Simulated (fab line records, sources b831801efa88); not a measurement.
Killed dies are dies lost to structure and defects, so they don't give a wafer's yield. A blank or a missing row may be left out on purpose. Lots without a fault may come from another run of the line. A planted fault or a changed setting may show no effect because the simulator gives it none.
Chamber matching | flow gf180mcu | GF_V4_CMP_04 on cmp-02: 4 sister chambers
The step polishes SiO2. 8 wafers are shown with their chamber, then 7 later ones without.

WAFERS WITH THEIR CHAMBER
wafer  | chamber | motor_current_A (A) | time_to_endpoint_s (s)
L248.2 | 1       | 10.3                | 80
L254.5 | 3       | 15.4                | 87
L254.6 | 0       | 11.5                | 92
L265.1 | 3       | 15.5                | 80
L265.3 | 0       | 11.4                | 79
L265.4 | 2       | 11.7                | 87
L267.1 | 1       | 10.4                | 78
L267.2 | 2       | 12.0                | 74

WAFERS WITHOUT THEIR CHAMBER
wafer  | motor_current_A (A) | time_to_endpoint_s (s)
L267.3 | 16.5                | 73
L268.1 | 11.1                | 78
L268.2 | 15.7                | 69
L268.5 | 11.8                | 82
L270.2 | 11.5                | 73
L270.3 | 11.5                | 79
L270.5 | 12.0                | 79

WHICH CHAMBER EACH WENT THROUGH
wafer  | from the rows above     | in truth
L267.3 | 3                       | 3
L268.1 | 0                       | 0
L268.2 | 3                       | 3
L268.5 | 2                       | 2
L270.2 | can't be placed: 0 or 2 | 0
L270.3 | can't be placed: 0 or 2 | 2
L270.5 | 2                       | 2
Placed correctly: 5 of 7. Can't be placed from these rows: 2 (the true chamber is among the candidates in 2). Placed wrongly: 0.
How it was worked out, from the rows above alone: a wafer's distance from a chamber is the root of the sum, over the readings, of the square of ((its reading less the chamber's mean) divided by the reading's scatter). The wafer belongs to the nearest chamber; if the next one is less than 2 further off, it can't be placed. A chamber's mean is the mean of its shown wafers. The scatter: the root of (the sum of the squares of (reading less its chamber's mean) over the shown wafers, divided by (wafers less chambers)).
